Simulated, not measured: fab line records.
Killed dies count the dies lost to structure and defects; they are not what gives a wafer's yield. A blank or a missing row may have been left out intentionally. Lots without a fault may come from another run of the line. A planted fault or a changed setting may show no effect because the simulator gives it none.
Problem report in the 8D (eight disciplines) form, filled by code    flow sfqLine    the parts of the form that need people (team, actions taken, sign-off) are left out

== 1. THE ISSUE ==
oesProductAu at SFQ_TRILAYER_C5_ETCH_VIA_ETCH_154 reads a mean of 0.773 a.u. on 3 wafers of 2 lots; wafers without a fault read 0.896 a.u. with a standard deviation of 0.0091. Measured from the usual mean, that is -13 standard deviations.
The step: etches SiO2 in CHF3, stops on Nb, target depth 84 nm.
Earliest sighting: wafer L418.2 on rieDiel-03 at day 73 01:19. Wafers with a number at this step in the record: 42, from 14 lots. The rule behind "out" and "out of limits": a value lying over 4 standard deviations away from the usual mean. Any other wafer with a number is counted as sound.

== 2. WHAT THIS IS AND IS NOT ==
question                     is                      is not
which readings at this step  oesProductAu            drypumpMotorCurrentA
which lots                   L418, L421              L407, L408, L410, L411, L412, L413, L416, L420, L425, L427, L428, L430
which wafers of those lots   L418.2, L418.3, L421.2  L418.4, L421.1, L421.5
read on which tools          rieDiel-01, rieDiel-03  rieDiel-02
when                         from day 73 01:19       up to then (22 sound wafers); but 17 sound wafers of L420, L421, L425, L427, L428, L430 came after

== 3. THE SUSPECTS, EACH WITH WHAT RULES IT OUT ==
Counting: any tool at a process step up to the reading remains a suspect provided it ran every lot that is out. Sound lots after the first of them don't rule it out here, since some wafers of a struck lot are sound.
- pecvd-01 at SFQ_TRILAYER_A5C_DEP_PECVD_142 (deposits SiO2 from SiH4/N2O, time 15.556 s, target thk 70 nm): kept. It ran every lot that is out, first L418 (day 68 22:24); its last sound lot up to then is L416 (day 68 01:26).
- The sound lot-mates ran in chamber 2 of pecvd-01 at SFQ_TRILAYER_A5C_DEP_PECVD_142, but the wafers that are out ran in chamber 1.
Remaining after the count: pecvd-01 at SFQ_TRILAYER_A5C_DEP_PECVD_142.

== 4. THE CAUSE (what the simulator had put in) ==
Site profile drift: pecvd-01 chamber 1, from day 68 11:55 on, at SFQ_TRILAYER_A5C_DEP_PECVD_142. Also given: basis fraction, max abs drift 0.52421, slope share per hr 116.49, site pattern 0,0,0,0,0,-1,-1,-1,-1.
After counting, this tool was the only one left.

== 5. SEQUENCE OF EFFECTS, ordered by route ==
Rows list readings where the struck wafers' mean (over those with a number) sits beyond 3 standard deviations from the usual. Only readings for which the record gives a usual standard deviation are gone through. hours: the time from each lot's start at the first step in this table that gives one to its start at this step, as a median over the lots. sigmas: the change in usual standard deviations.
hours  step                               reading       usual       on struck wafers  change  sigmas
0      SFQ_TRILAYER_C5_ETCH_VIA_ETCH_154  oesProductAu  0.896 a.u.  0.773             -0.123  -13
Its process steps:
- SFQ_TRILAYER_C5_ETCH_VIA_ETCH_154: etches SiO2 in CHF3, stops on Nb, target depth 84 nm.

== 6. HOW IT WOULD HAVE BEEN CAUGHT EARLIER ==
First out-of-limits reading in this record: day 73 01:19, which is 109 hours after fault onset at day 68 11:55.
Tool readings at SFQ_TRILAYER_A5C_DEP_PECVD_142 with a usual standard deviation given in the record: none out on any struck wafer, hence no alarm at a limit of 4 standard deviations on them.
The start of SFQ_TRILAYER_A5C_DEP_PECVD_142 on pecvd-01 came by day 73 01:19 for every one of the lots that are out (2). A hold on the tool at that time would have spared none of them.
